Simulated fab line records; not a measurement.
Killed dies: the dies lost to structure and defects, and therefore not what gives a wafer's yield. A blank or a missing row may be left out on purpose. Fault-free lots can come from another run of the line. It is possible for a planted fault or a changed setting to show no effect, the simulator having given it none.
fab line records	flow sky130
record lots=6	wafers=18	last_day=50
route steps=708 shown CONTACT@418 METAL1@434 PAD_OPEN@708
lots that met no fault: from a run of the same line without faults
start_h: start of the lot's first displayed wafer, in hours after the record's first day	wait_h: how many hours have passed since the lot's step before this one	" the same as in the row above	L1.1+2: several wafers, shown together as one row	- no value, or no start given	* or withheld: withheld	< > ~ a bound
route shown NAME@n: NAME is a module with steps in the file, n the number in the route of the first one	usual: mean/standard deviation of fault-free wafers	same: alike in all rows	chamber/n: place in a boat	sites: the reading at each site	_std_site: their standard deviation	_edge_site: the outer-site mean with the inner-site mean subtracted	radius_mm: for every site, how far away it sits from the centre of the wafer	mask NAME#n: copy n	behind: the tool/chamber that last shaped the wafer	hold: why the lot went on hold/how many hours it stayed there/how the hold came to an end	device: which transistor (n, p or np) failed to switch	end of line: the route-end tests of the same wafers	for a step that has no rows: nothing shown but its recipe	killed: dies lost to structure and defects at the first sort, not the wafer's yield	map: the dies of a wafer, with x for killed, . for not killed, _ for no die there
set.NAME: the run value of the setting; set.NAME@STEP: its run value at that earlier step	model.NAME: the simulator's own value behind a step, which no gauge read
lots seen at some steps along the route; tables by step, rows by wafer
services: from which hour (start_h, from the record's first day; less than 0 if before it) a tool's chamber was out of use, for how many hours, and why
## steps
# step SKY_CONTACT_PEB_12
# recipe peb_temp_c=withheld	peb_time_s=withheld	resist=KrF-thick
# step SKY_CONTACT_DEVELOP_13
# recipe develop_time_s=60	resist=KrF-thick	dev_temp_c=21
# step SKY_CONTACT_CD_MEAS_14
# recipe target_cd_nm=170
# usual cd_nm=170.2/1.5
lot.wafer	tool	chamber	start_h	wait_h	cd_nm
L699.2	cd_sem-02	-	773.65	-	172.4
L699.3	"	-	"	"	172.1
L699.4	"	-	"	"	171.9
L702.1	cd_sem-02	-	780.24	-	170.9
L702.3	"	-	"	"	170.1
L702.6	"	-	"	"	170.1
L712.2	cd_sem-02	-	848.75	-	171.2
L712.4	"	-	"	"	168.9
L712.5	"	-	"	"	170.5
L714.1	cd_sem-02	-	874.64	-	169.4
L714.3	"	-	"	"	169.7
L714.4	"	-	"	"	169.8
L716.1	cd_sem-02	-	877.67	-	173.3
L716.5	"	-	"	"	173.5
L716.6	"	-	"	"	171.7
L718.2	cd_sem-02	-	887.77	-	171.0
L718.4	"	-	"	"	171.6
L718.6	"	-	"	"	170.8
# step SKY_CONTACT_OVL_MEAS_15
# usual CONTACT_OVL=3/6.2
lot.wafer	tool	chamber	start_h	wait_h	CONTACT_OVL[nm]
L699.2	overlay-02	-	773.76	0.1	5
L699.3	"	-	"	"	-1
L699.4	"	-	"	"	-1
L702.1	overlay-02	-	780.36	0.1	5
L702.3	"	-	"	"	4
L702.6	"	-	"	"	-3
L712.2	overlay-02	-	848.86	0.1	2
L712.4	"	-	"	"	2
L712.5	"	-	"	"	2
L714.1	overlay-01	-	874.76	0.1	7
L714.3	"	-	"	"	10
L714.4	"	-	"	"	0
L716.1	overlay-01	-	877.79	0.1	3
L716.5	"	-	"	"	9
L716.6	"	-	"	"	-5
L718.2	overlay-01	-	887.88	0.1	2
L718.4	"	-	"	"	5
L718.6	"	-	"	"	5
# step SKY_CONTACT_ETCH_16
# recipe chemistry=N2/H2	target=BARC	ion_energy_ev=200	source_w=500	bias_w=100	pressure_mtorr=30	n2_flow_sccm=100	h2_flow_sccm=200	stop_on=SiO2	time_s=45.9	target_depth_a=600
# usual drypump_motor_current_A=5.8/0.37	oes_product_au=0.855/0.0049	throttle_valve_pct=13.224/0.0089
lot.wafer	tool	chamber	start_h	wait_h	drypump_motor_current_A	oes_product_au	rf_hours_counter_h	throttle_valve_pct
L699.2	rie_diel-04	0	773.79	0.0	4.8	0.854	16	13.222
L699.3	"	3	"	"	6.2	0.853	12	13.230
L699.4	"	2	"	"	5.5	0.859	18	13.228
L702.1	rie_diel-02	1	780.40	0.0	5.5	0.851	15	13.232
L702.3	"	3	"	"	5.8	0.859	10	13.214
L702.6	"	1	"	"	5.5	0.860	-	13.220
L712.2	rie_diel-02	2	848.89	0.0	6.1	0.863	14	13.216
L712.4	"	3	"	"	5.8	0.857	-	13.227
L712.5	"	2	"	"	6.1	0.861	-	13.232
L714.1	rie_diel-02	1	874.80	0.0	5.5	0.858	18	13.230
L714.3	"	2	"	"	6.1	0.853	14	13.210
L714.4	"	0	"	"	5.9	0.853	7	13.226
L716.1	rie_diel-02	1	877.83	0.0	5.5	0.856	18	13.232
L716.5	"	2	"	"	6.1	0.853	-	13.237
L716.6	"	1	"	"	5.5	0.862	-	13.227
L718.2	rie_diel-01	2	887.91	0.0	6.1	0.852	15	13.217
L718.4	"	3	"	"	6.0	0.855	8	13.227
L718.6	"	1	"	"	5.9	0.851	-	13.237
# step SKY_CONTACT_ETCH_17
# recipe target=SiO2	chemistry=C4F8/O2/Ar	stop_on=Si3N4	mask_material=KrF-thick	source_w=1500	bias_w=1200	pressure_mtorr=40	c4f8_flow_sccm=withheld	O2_flow_sccm=6	Ar_flow_sccm=300	time_s=withheld	target_depth_a=3400
# usual oes_product_au=0.892/0.0049
lot.wafer	tool	chamber	start_h	wait_h	oes_product_au
L699.2	rie_diel-04	0	773.83	0.0	0.893
L699.3	"	3	"	"	0.898
L699.4	"	2	"	"	0.891
L702.1	rie_diel-02	1	780.44	0.0	0.895
L702.3	"	3	"	"	0.884
L702.6	"	1	"	"	0.895
L712.2	rie_diel-02	2	848.93	0.0	0.895
L712.4	"	3	"	"	0.888
L712.5	"	2	"	"	0.887
L714.1	rie_diel-02	1	874.84	0.0	0.892
L714.3	"	2	"	"	0.887
L714.4	"	0	"	"	0.895
L716.1	rie_diel-02	1	877.87	0.0	0.884
L716.5	"	2	"	"	0.901
L716.6	"	1	"	"	0.889
L718.2	rie_diel-01	2	887.95	0.0	0.898
L718.4	"	3	"	"	0.892
L718.6	"	1	"	"	0.891
# step SKY_CONTACT_ETCH_18
# recipe target=Si3N4	chemistry=CHF3/O2	stop_on=TiN	source_w=600	bias_w=200	pressure_mtorr=40	chf3_flow_sccm=50	O2_flow_sccm=5	time_s=39	target_depth_a=750
# usual O2_flow_sccm=5.000/0.014	drypump_motor_current_A=5.8/0.37	oes_product_au=0.853/0.0069	throttle_valve_pct=8.793/0.0086
lot.wafer	tool	chamber	start_h	wait_h	O2_flow_sccm	drypump_motor_current_A	oes_product_au	rf_hours_counter_h	throttle_valve_pct
L699.2	rie_diel-04	0	-	-	4.994	4.7	0.854	16	8.795
L699.3	"	3	"	"	5.018	6.2	0.847	12	8.804
L699.4	"	2	"	"	4.987	5.5	0.858	18	8.796
L702.1	rie_diel-02	1	-	-	5.004	5.5	0.846	15	8.774
L702.3	"	3	"	"	5.005	5.8	0.853	10	8.802
L702.6	"	1	"	"	4.991	5.5	0.857	-	8.799
L712.2	rie_diel-02	2	-	-	5.004	6.1	0.845	14	8.794
L712.4	"	3	"	"	5.009	5.7	0.854	-	8.794
L712.5	"	2	"	"	5.032	6.1	0.865	-	8.792
L714.1	rie_diel-02	1	-	-	4.989	5.5	0.858	18	8.790
L714.3	"	2	"	"	5.002	6.1	0.852	14	8.791
L714.4	"	0	"	"	4.982	5.9	0.856	7	8.803
L716.1	rie_diel-02	1	-	-	5.013	5.5	0.860	18	8.791
L716.5	"	2	"	"	5.009	6.1	0.863	-	8.801
L716.6	"	1	"	"	5.001	5.5	0.858	-	8.806
L718.2	rie_diel-01	2	-	-	5.004	6.1	0.852	15	8.783
L718.4	"	3	"	"	4.998	6.0	0.859	8	8.800
L718.6	"	1	"	"	5.001	5.9	0.866	-	8.796
# step SKY_CONTACT_STRIP_19
# recipe chemistry=O2/N2	power_w=1400	pressure_mtorr=1500	platen_temp_c=withheld	o2_flow_sccm=3000	n2_flow_sccm=300	overash_fraction=0.5
# usual drypump_motor_current_A=5.5/0.49	oes_product_au=0.381/0.0052	strip_time_to_endpoint_s=3.62/0.054
lot.wafer	tool	chamber	start_h	wait_h	drypump_motor_current_A	oes_product_au	rf_hours_counter_h	strip_time_to_endpoint_s
L699.2	plasma_asher-02	0	773.92	-	5.2	0.386	3	3.60
L699.3	"	1	"	"	4.7	0.383	-	3.62
L699.4	"	0	"	"	5.2	0.375	-	3.65
L702.1	plasma_asher-02	0	780.53	-	5.2	0.388	3	3.70
L702.3	"	0	"	"	5.2	0.378	-	3.51
L702.6	"	0	"	"	5.2	0.391	-	3.67
L712.2	plasma_asher-02	1	849.02	-	4.7	0.396	10	3.71
L712.4	"	0	"	"	5.2	0.383	-	3.57
L712.5	"	1	"	"	4.7	0.378	-	3.71
L714.1	plasma_asher-03	0	874.93	-	6.2	0.382	77	3.63
L714.3	"	0	"	"	6.1	0.386	-	3.69
L714.4	"	1	"	"	5.7	0.372	-	3.64
L716.1	plasma_asher-01	0	877.96	-	5.7	0.388	44	3.66
L716.5	"	0	"	"	5.6	0.392	-	3.73
L716.6	"	1	"	"	6.0	0.382	-	3.66
L718.2	plasma_asher-02	0	888.04	-	5.3	0.381	14	3.62
L718.4	"	0	"	"	5.2	0.371	-	3.60
L718.6	"	0	"	"	5.2	0.377	-	3.61
# step SKY_CONTACT_STRIP_20
# recipe chemistry=post_etch_residue_remover	time_s=1200	temp_c=72.5
# step SKY_CONTACT_CLEAN_21
# recipe chemistry=IPA	time_s=180	temp_c=25
# step SKY_CONTACT_CLEAN_22
# recipe chemistry=O3/DIW	dry=n2_spin
# step SKY_CONTACT_SPUTTER_23
# recipe material=TiN	target_thk_nm=20	chamber_pressure_pa=5	power_w=4000	time_s=80
# usual throttle_valve_pct=29.9/0.78
lot.wafer	tool	chamber	start_h	wait_h	throttle_valve_pct
L699.2	pvd_sputter-04	-	774.55	0.0	28.6
L699.3	"	-	"	"	29.2
L699.4	"	-	"	"	30.5
L702.1	pvd_sputter-03	-	781.12	0.0	31.9
L702.3	"	-	"	"	30.2
L702.6	"	-	"	"	30.1
L712.2	pvd_sputter-02	-	849.64	0.0	28.9
L712.4	"	-	"	"	29.1
L712.5	"	-	"	"	28.6
L714.1	pvd_sputter-02	-	875.56	0.0	29.2
L714.3	"	-	"	"	29.2
L714.4	"	-	"	"	30.0
L716.1	pvd_sputter-04	-	878.61	0.0	29.0
L716.5	"	-	"	"	29.3
L716.6	"	-	"	"	30.3
L718.2	pvd_sputter-02	-	888.63	0.0	29.8
L718.4	"	-	"	"	29.4
L718.6	"	-	"	"	29.3
# step SKY_CONTACT_CVD_24
# recipe material=W	target_thk_nm=340	time_s=102.12	temp_c=400	pressure_torr=40
# usual heater_power_w=866/67
lot.wafer	tool	chamber	start_h	wait_h	heater_power_w	model.W_of_CONTACT_CVD_24.thk_nm
L699.2	cvd_w-02	0	774.61	0.0	892	337.6
L699.3	"	1	"	"	830	338.6
L699.4	"	0	"	"	884	340.9
L702.1	cvd_w-01	1	781.18	0.0	962	340.9
L702.3	"	1	"	"	959	336.8
L702.6	"	1	"	"	961	344
L712.2	cvd_w-02	0	849.71	0.0	890	540.5
L712.4	"	1	"	"	822	537.9
L712.5	"	0	"	"	887	344.3
L714.1	cvd_w-02	0	875.62	0.0	893	336.4
L714.3	"	0	"	"	867	339.4
L714.4	"	1	"	"	820	537.3
L716.1	cvd_w-01	1	878.71	0.1	947	338.4
L716.5	"	0	"	"	800	338.4
L716.6	"	1	"	"	959	340.5
L718.2	cvd_w-01	0	888.69	0.0	801	333.2
L718.4	"	0	"	"	795	333.8
L718.6	"	1	"	"	956	338.2
# step SKY_CONTACT_RS_MEAS_25
# recipe thk_meas_gauge=four-point-probe	reads=W_of_CONTACT_CVD_24+TiN_of_CONTACT_SPUTTER_23
# usual CONTACT_W_RS=0.339/0.0031
lot.wafer	tool	chamber	start_h	wait_h	hold	CONTACT_W_RS[ohm/sq]
L699.2	film_metro-02	-	774.74	0.1	-	0.340
L699.3	"	-	"	"	-	0.339
L699.4	"	-	"	"	-	0.336
L702.1	film_metro-02	-	781.29	0.1	-	0.337
L702.3	"	-	"	"	-	0.341
L702.6	"	-	"	"	-	0.333
L712.2	film_metro-02	-	849.84	0.1	await_dispo/0.2h/release	0.211
L712.4	"	-	"	"	await_dispo/0.2h/release	0.212
L712.5	"	-	"	"	await_dispo/0.2h/release	0.333
L712.2	film_metro-02	-	850.12	0.3	-	0.211
L712.4	"	-	"	"	-	0.212
L712.5	"	-	"	"	-	0.334
L714.1	film_metro-01	-	875.73	0.1	await_dispo/0.2h/release	0.341
L714.3	"	-	"	"	await_dispo/0.2h/release	0.338
L714.4	"	-	"	"	await_dispo/0.2h/release	0.212
L714.1	film_metro-01	-	876.01	0.3	-	0.340
L714.3	"	-	"	"	-	0.338
L714.4	"	-	"	"	-	0.212
L716.1	film_metro-03	-	878.82	0.1	-	0.338
L716.5	"	-	"	"	-	0.339
L716.6	"	-	"	"	-	0.337
L718.2	film_metro-02	-	888.82	0.1	-	0.345
L718.4	"	-	"	"	-	0.343
L718.6	"	-	"	"	-	0.339
# step SKY_CONTACT_THK_MEAS_26
# recipe thk_meas_gauge=xrf	reads=W_of_CONTACT_CVD_24
# usual CONTACT_W_THK=327/3.5
lot.wafer	tool	chamber	start_h	wait_h	hold	CONTACT_W_THK[nm]
L699.2	film_metro-02	-	774.85	0.1	-	327
L699.3	"	-	"	"	-	328
L699.4	"	-	"	"	-	330
L702.1	film_metro-02	-	781.41	0.1	-	329
L702.3	"	-	"	"	-	325
L702.6	"	-	"	"	-	332
L712.2	film_metro-02	-	857.46	7.3	await_dispo/0.2h/release	513
L712.4	"	-	"	"	await_dispo/0.2h/release	513
L712.5	"	-	"	"	await_dispo/0.2h/release	332
L712.2	film_metro-02	-	857.68	0.2	-	514
L712.4	"	-	"	"	-	510
L712.5	"	-	"	"	-	334
L716.1	film_metro-03	-	878.94	0.1	-	327
L716.5	"	-	"	"	-	325
L716.6	"	-	"	"	-	328
L714.1	film_metro-01	-	880.23	4.2	await_dispo/0.2h/release	324
L714.3	"	-	"	"	await_dispo/0.2h/release	324
L714.4	"	-	"	"	await_dispo/0.2h/release	506
L714.1	film_metro-01	-	880.45	0.2	-	322
L714.3	"	-	"	"	-	324
L714.4	"	-	"	"	-	505
L718.2	film_metro-02	-	888.93	0.1	-	319
L718.4	"	-	"	"	-	322
L718.6	"	-	"	"	-	324
# step SKY_CONTACT_CMP_27
# recipe stop_on=SiO2	t_overpolish_s=15	down_force_psi=3.5	platen_rpm=60	target_thk_nm=0	pad_velocity_m_s=0.94248
# usual edge_zone_pressure_frac=1.000/0.0051	motor_current_A=10.6/1	slurry_filter_dp_kPa=13.49/0.13	time_to_endpoint_s=83/4
lot.wafer	tool	chamber	start_h	wait_h	hold	edge_zone_pressure_frac	motor_current_A	slurry_filter_dp_kPa	time_to_endpoint_s
L699.3	cmp-01	2	774.90	0.0	-	1.003	11.5	13.33	84
L699.2	"	3	"	"	-	1.012	10.1	13.60	72
L699.4	"	0	"	"	-	1.001	10.6	13.73	84
L702.3	cmp-01	2	781.47	0.0	-	0.999	11.3	13.21	80
L702.1	"	3	"	"	-	0.995	10.6	13.30	78
L702.6	"	3	"	"	-	0.993	9.8	13.73	78
L712.4	cmp-02	1	858.78	1.1	await_dispo/0.8h/release	0.989	11.7	13.48	141
L712.2	"	3	"	"	await_dispo/0.8h/release	1.009	8.2	13.45	133
L712.5	"	1	"	"	await_dispo/0.8h/release	0.998	11.9	13.60	90
L716.1	cmp-01	2	879.29	0.3	-	0.996	11.5	13.44	80
L716.6	"	0	"	"	-	1.002	11.0	13.62	84
L716.5	"	1	"	"	-	1.000	10.0	13.51	76
L714.3	cmp-02	1	888.28	7.8	await_dispo/7.8h/release	0.993	11.2	13.64	89
L714.1	"	3	"	"	await_dispo/7.8h/release	1.006	8.9	13.70	82
L714.4	"	0	"	"	await_dispo/7.8h/release	1.003	10.5	13.27	133
L718.4	cmp-02	0	888.98	0.0	-	0.996	10.1	13.52	82
L718.2	"	3	"	"	-	1.000	8.6	13.16	80
L718.6	"	1	"	"	-	0.999	11.7	13.38	87
# step SKY_METAL1_SPUTTER_00
# recipe material=Ti	target_thk_nm=15	power_w=3000	time_s=10	chamber_pressure_pa=0.4
# step SKY_PAD_OPEN_PROBE_99
# usual killed_at_M0_to_M3=42/7.4	killed_at_M4_up=3.5/1.9	killed_at_contacts=24/5.2	killed_at_front_end=15/4.5	killed_at_other=0.2/0.53	killed_dies=85/9.8	killed_on_rim=17/4.2	killed_open=46/7.6	killed_short=39/6.5
# same gross_dies=492	killed_at_back_side=0
lot.wafer	tool	chamber	start_h	wait_h	killed_at_M0_to_M3	killed_at_M4_up	killed_at_contacts	killed_at_front_end	killed_at_other	killed_dies	killed_on_rim	killed_open	killed_short
L699.2	prober-01	-	1106.77	0.1	48	1	23	12	1	85	15	49	36
L699.3	prober-01	-	1106.82	0.2	39	0	22	14	0	75	13	39	36
L699.4	prober-01	-	1106.87	0.2	37	1	29	18	0	85	20	52	33
L702.1	prober-01	-	1108.22	0.1	47	4	28	7	2	88	16	49	39
L702.3	prober-01	-	1108.32	0.2	54	3	32	20	0	109	23	70	39
L702.6	prober-01	-	1108.47	0.2	51	3	31	11	0	96	22	49	47
L712.2	prober-01	-	1165.77	0.1	30	3	35	13	0	81	19	44	37
L712.4	prober-01	-	1165.87	0.2	53	4	17	19	0	93	17	44	49
L712.5	prober-01	-	1165.92	0.2	36	3	24	23	0	86	15	54	32
L714.1	prober-01	-	1178.55	0.1	37	4	21	16	0	78	14	46	31
L714.3	prober-01	-	1178.65	0.2	44	5	13	18	0	80	18	45	35
L714.4	prober-01	-	1178.70	0.2	32	2	18	10	0	62	12	34	28
L716.1	prober-01	-	1186.70	0.1	34	4	29	21	0	88	14	42	46
L716.5	prober-01	-	1186.90	0.2	49	2	33	18	0	102	19	66	36
L716.6	prober-01	-	1186.95	0.2	37	3	23	19	0	82	16	31	51
# killed by level:class
L699.2 VIA1:geometric_particle:open=14 CONTACT:geometric_particle:open=8 VIA3:geometric_particle:open=8 FIELD_ISO:geometric_particle:short=5 LI_CONTACT:geometric_particle:open=5 VIA2:geometric_particle:open=5 VIA2:geometric_particle:short=5 VIA1:geometric_particle:short=4
L699.3 VIA1:geometric_particle:open=8 VIA2:geometric_particle:open=7 LI_CONTACT:geometric_particle:open=6 VIA3:geometric_particle:open=6 LI_CONTACT:geometric_particle:short=5 CONTACT:geometric_particle:short=5 POLY_GATE:geometric_particle:open=4 CONTACT:geometric_particle:open=4
L699.4 CONTACT:geometric_particle:open=14 VIA1:geometric_particle:open=10 LI_CONTACT:geometric_particle:open=7 METAL1:geometric_particle:short=6 FIELD_ISO:geometric_particle:open=5 CONTACT:geometric_particle:short=5 VIA3:geometric_particle:open=4 FIELD_ISO:geometric_particle:short=3
L702.1 VIA1:geometric_particle:open=14 LI_CONTACT:geometric_particle:open=11 METAL2:geometric_particle:short=8 VIA3:geometric_particle:open=8 LI_CONTACT:geometric_particle:short=7 CONTACT:geometric_particle:open=5 VIA1:geometric_particle:short=4 VIA3:geometric_particle:short=4
L702.3 VIA1:geometric_particle:open=19 CONTACT:geometric_particle:open=13 LI_CONTACT:geometric_particle:open=12 VIA3:geometric_particle:open=8 POLY_GATE:geometric_particle:short=6 FIELD_ISO:geometric_particle:short=5 VIA1:geometric_particle:short=5 METAL2:geometric_particle:short=5
L702.6 VIA1:geometric_particle:open=11 METAL1:geometric_particle:short=9 CONTACT:geometric_particle:open=8 VIA2:geometric_particle:open=8 CONTACT:geometric_particle:short=6 VIA3:geometric_particle:open=6 LI_CONTACT:geometric_particle:open=5 LOCAL_INTERCONNECT:geometric_particle:short=5
L712.2 CONTACT:geometric_particle:open=14 VIA1:geometric_particle:open=10 LOCAL_INTERCONNECT:geometric_particle:short=6 VIA1:geometric_particle:short=6 LI_CONTACT:geometric_particle:short=5 LI_CONTACT:geometric_particle:open=5 FIELD_ISO:geometric_particle:open=3 FIELD_ISO:geometric_particle:short=3
L712.4 VIA3:geometric_particle:open=11 VIA1:geometric_particle:open=8 METAL2:geometric_particle:short=8 VIA2:geometric_particle:open=6 METAL3:geometric_particle:short=5 VIA3:geometric_particle:short=5 FIELD_ISO:geometric_particle:short=4 SPACER:geometric_particle:short=4
L712.5 FIELD_ISO:geometric_particle:open=10 CONTACT:geometric_particle:open=9 LI_CONTACT:geometric_particle:open=8 VIA1:geometric_particle:open=8 VIA2:geometric_particle:open=8 VIA3:geometric_particle:open=6 FIELD_ISO:geometric_particle:short=5 METAL2:geometric_particle:short=4
L714.1 VIA1:geometric_particle:open=9 LI_CONTACT:geometric_particle:open=7 VIA3:geometric_particle:open=6 VIA2:geometric_particle:open=6 CONTACT:geometric_particle:open=5 METAL2:geometric_particle:short=5 FIELD_ISO:geometric_particle:short=4 POLY_GATE:geometric_particle:open=4
L714.3 VIA1:geometric_particle:open=12 VIA2:geometric_particle:open=8 LI_CONTACT:geometric_particle:open=7 METAL2:geometric_particle:short=6 FIELD_ISO:geometric_particle:short=5 POLY_GATE:geometric_particle:short=4 POLY_GATE:geometric_particle:open=3 METAL1:geometric_particle:short=3
L714.4 CONTACT:geometric_particle:open=6 VIA1:geometric_particle:short=6 VIA1:geometric_particle:open=6 VIA2:geometric_particle:open=6 LOCAL_INTERCONNECT:geometric_particle:short=5 METAL1:geometric_particle:short=4 VIA3:geometric_particle:short=3 LI_CONTACT:geometric_particle:open=3
L716.1 CONTACT:geometric_particle:open=8 LI_CONTACT:geometric_particle:open=7 VIA1:geometric_particle:open=7 LI_CONTACT:geometric_particle:short=6 VIA3:geometric_particle:short=6 FIELD_ISO:geometric_particle:short=5 POLY_GATE:geometric_particle:open=5 POLY_GATE:geometric_particle:short=5
L716.5 VIA1:geometric_particle:open=18 VIA2:geometric_particle:open=10 LI_CONTACT:geometric_particle:open=10 CONTACT:geometric_particle:open=8 LOCAL_INTERCONNECT:geometric_particle:short=5 VIA3:geometric_particle:open=5 FIELD_ISO:geometric_particle:open=4 FIELD_ISO:geometric_particle:short=4
L716.6 LI_CONTACT:geometric_particle:open=9 VIA1:geometric_particle:short=7 FIELD_ISO:geometric_particle:short=6 POLY_GATE:geometric_particle:short=6 LOCAL_INTERCONNECT:geometric_particle:short=6 METAL1:geometric_particle:short=6 VIA3:geometric_particle:open=5 CONTACT:geometric_particle:short=4
## services
tool	chamber	start_h	hours	kind
rie_diel-01	0	750.53	21.5	repair
cmp-01	-	768.06	1.1	repair
cmp-02	-	769.29	6.0	pm
rie_diel-01	1	777.65	9.1	repair
cmp-02	-	779.28	1.5	repair
cvd_w-02	-	799.10	2.8	pm
rie_diel-02	-	801.30	2.8	pm
cvd_w-02	-	816.30	1.6	repair
rie_diel-04	1	821.09	10.4	repair
pvd_sputter-02	-	821.41	2.0	repair
pvd_sputter-02	-	821.73	11.6	repair
pvd_sputter-02	-	822.40	1.7	repair
cvd_w-02	-	830.28	6.9	pm
rie_diel-02	0	832.33	25.1	repair
cmp-01	-	858.31	3.7	repair
cmp-01	-	862.04	4.6	pm
rie_diel-02	0	862.49	3.1	repair
cmp-01	-	866.02	2.0	repair
cmp-02	-	867.57	0.9	repair
pvd_sputter-02	-	869.93	4.5	repair
cmp-01	-	875.18	1.0	repair
rie_diel-01	2	881.17	4.6	repair
cvd_w-02	-	884.78	1.1	repair
rie_diel-04	0	885.38	18.9	repair
## key
first_sign step=SKY_CONTACT_RS_MEAS_25	reading=visit	direction=added
effect step=SKY_CONTACT_RS_MEAS_25	reading=CONTACT_W_RS	direction=down	sigmas=41	usual=0.339	struck=0.212
effect step=SKY_CONTACT_THK_MEAS_26	reading=visit	direction=added
effect step=SKY_CONTACT_THK_MEAS_26	reading=CONTACT_W_THK	direction=up	sigmas=53	usual=327	struck=510
effect step=SKY_CONTACT_CMP_27	reading=time_to_endpoint_s	direction=up	sigmas=13	usual=*	struck=*
model_effect step=SKY_CONTACT_CVD_24	value=W_of_CONTACT_CVD_24.thk_nm	without=340.3	struck=538.5
met_at SKY_CONTACT_CVD_24
struck_wafers L712.2,L712.4,L714.4
tester_left_out L712,L714
onset_between 774.61 849.71
fault kind=process_parameter_drift	tool=cvd_w-02	chamber=-	onset_h=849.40	steps=SKY_CONTACT_CVD_24	channel=target_thk_nm	offset=198.27	shape=step	end_h=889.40	scope=struck_wafers_only	acts_in=these_recipes_only	stated=340
# tester_left_out: of these lots the tester's yield and bins aren't shown, on N5 and GAA mostly nor the transistor test; their killed dies are dies lost to structure and defects alone, not to doping, threshold or leakage, so they don't give the yield
